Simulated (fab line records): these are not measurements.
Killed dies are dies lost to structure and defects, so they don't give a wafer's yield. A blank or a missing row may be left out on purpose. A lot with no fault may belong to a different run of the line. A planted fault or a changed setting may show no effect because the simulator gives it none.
Comparing a struck lot with a sound one / flow sky130 / 34 out of 708 route steps
Sound: the wafers L896.3, L896.4, L896.5. The struck wafers were L904.1, L904.3, L904.5. The cause is given at the end.
For every step that has rows: the tool of each side, followed by ch and its chambers, followed by its first start. Under that, the readings that differ: sound wafers / struck wafers / difference of the means / sigmas: that difference in standard deviations of wafers without a fault.
alike: a reading whose means differ by less than 2 such deviations, as well as words and numbers matching on both sides. not compared: withheld readings; readings where some wafer has no value; bounds like >300 that might hide an equal value; numbers whose values overlap and for which the record gives no deviation.
The two part at a step that has a row with sigmas, a row that says differs or no value, or rows on one side only. Non-overlapping numbers with no deviation appear without sigmas and do not part them. A reading missing from all wafers of one side parts the sides only when that side holds two or more wafers.

first, 9 steps without rows for these wafers: SKY_VIA1_DEHYDRATE_04 (time 60 s); SKY_VIA1_HMDS_05 (prime time 60 s); SKY_VIA1_COAT_06 (resist thk 60 nm); SKY_VIA1_COAT_07 (resist thk 450 nm); SKY_VIA1_SOFTBAKE_08 (time 90 s); SKY_VIA1_EXPOSE_09 (exposes mask VIM, target cd 150 nm); SKY_VIA1_PEB_10; SKY_VIA1_DEVELOP_11 (develop time 60 s); SKY_VIA1_ETCH_14 (etches BARC in N2/H2, stops on SiO2, time 45.9 s, target depth 60 nm).
SKY_VIA1_ETCH_15: etches SiO2 in C4F8/O2/Ar, stops on TiN, target depth 351 nm, time 54 s.
  sound on rie_diel-01 ch 0,3, day 35 18:04; struck on rie_diel-01 ch 0,2, day 38 05:01
  alike: oes_product_au
  not compared: rf_hours_counter_h
then, 23 steps without rows for these wafers: SKY_VIA1_STRIP_16 (strips in O2/N2); SKY_VIA1_STRIP_17 (strips in post etch residue remover, time 1200 s); SKY_VIA1_CLEAN_18 (cleans in IPA, time 180 s); SKY_VIA1_CLEAN_19 (cleans in O3/DIW); SKY_VIA1_SPUTTER_20 (material TiN, target thk 20 nm, time 80 s); SKY_VIA1_CVD_21 (deposits W, target thk 270 nm, time 80.902 s); SKY_VIA1_CMP_24 (polishes, stops on SiO2, t overpolish 15 s, target thk 0 nm); SKY_METAL2_SPUTTER_00 (material Ti, target thk 15 nm, time 10 s); SKY_METAL2_SPUTTER_01 (material TiN, target thk 20 nm, time 16.7 s); SKY_METAL2_SPUTTER_02 (material AlCu, target thk 250 nm, time 13.3 s); SKY_METAL2_SPUTTER_03 (material Ti, target thk 5 nm, time 3.3 s); SKY_METAL2_SPUTTER_04 (material TiN, target thk 70 nm, time 58.3 s); SKY_METAL2_DEHYDRATE_07 (time 60 s); SKY_METAL2_HMDS_08 (prime time 60 s); SKY_METAL2_COAT_09 (resist thk 60 nm); SKY_METAL2_COAT_10 (resist thk 450 nm); SKY_METAL2_SOFTBAKE_11 (time 90 s); SKY_METAL2_EXPOSE_12 (exposes mask MM2, target cd 140 nm); SKY_METAL2_PEB_13; SKY_METAL2_DEVELOP_14 (develop time 60 s); SKY_METAL2_DESCUM_17 (chemistry O2, time 8 s); SKY_METAL2_ETCH_18 (etches BARC in N2/H2, stops on SiO2, time 45.9 s, target depth 60 nm); SKY_METAL2_METAL_ETCH_19 (etches the open film in Cl2/BCl3, stops on SiO2, target depth 360 nm, time 78 s).
-- the record jumps here: 11 days lie between the struck wafers' starts before and after (it left off in module METAL2 and takes up again in module PAD_OPEN, whose first step shown is number 708 of the route) --
SKY_PAD_OPEN_PROBE_99:
  struck on prober-02, day 49 01:38; sound on prober-01, day 47 07:23
reading=defect_limited_yield (%); sound=80.9 81.1 81.5; struck=74.8 70.7 71.3; difference=-8.9; sigmas=-4
reading=killed_at_M0_to_M3; sound=50 51 49; struck=88 103 108; difference=+50; sigmas=+7
reading=killed_dies; sound=94 93 91; struck=124 144 141; difference=+44; sigmas=+4
reading=sort_bin_3_pad_short (%); sound=0.8 1.2 2.2; struck=2.4 4.1 2.8; difference=+1.7; sigmas=+4
reading=sort_bin_5_function (%); sound=11.4 11.6 9.6; struck=15.9 17.3 18.1; difference=+6.2; sigmas=+4
reading=sort_n_pass; sound=398 399 401; struck=368 348 351; difference=-44; sigmas=-4
reading=sort_yield_pct (%); sound=80.9 81.1 81.5; struck=74.8 70.7 71.3; difference=-8.9; sigmas=-4
reading=model.etest.tester.sort_n_pass; sound=398 399 401; struck=368 348 351; difference=-44; sigmas=
reading=model.etest.tester.sort_yield_pct (%); sound=80.89 81.1 81.5; struck=74.8 70.73 71.34; difference=-8.9; sigmas=
reading=model.etest.tester.sort_bin_5_pct (%); sound=11.38 11.59 9.553; struck=15.85 17.28 18.09; difference=+6.23; sigmas=
reading=model.etest.tester.sort_bin_3_pct (%); sound=0.813 1.22 2.236; struck=2.439 4.065 2.846; difference=+1.694; sigmas=
  alike: killed_at_M4_up, killed_at_contacts, killed_at_front_end, killed_open, killed_short, sort_bin_6_memory

== WHERE THEY PART ==
At SKY_PAD_OPEN_PROBE_99 and nowhere else, as far as this record goes.

WHY: whatever the simulator had introduced
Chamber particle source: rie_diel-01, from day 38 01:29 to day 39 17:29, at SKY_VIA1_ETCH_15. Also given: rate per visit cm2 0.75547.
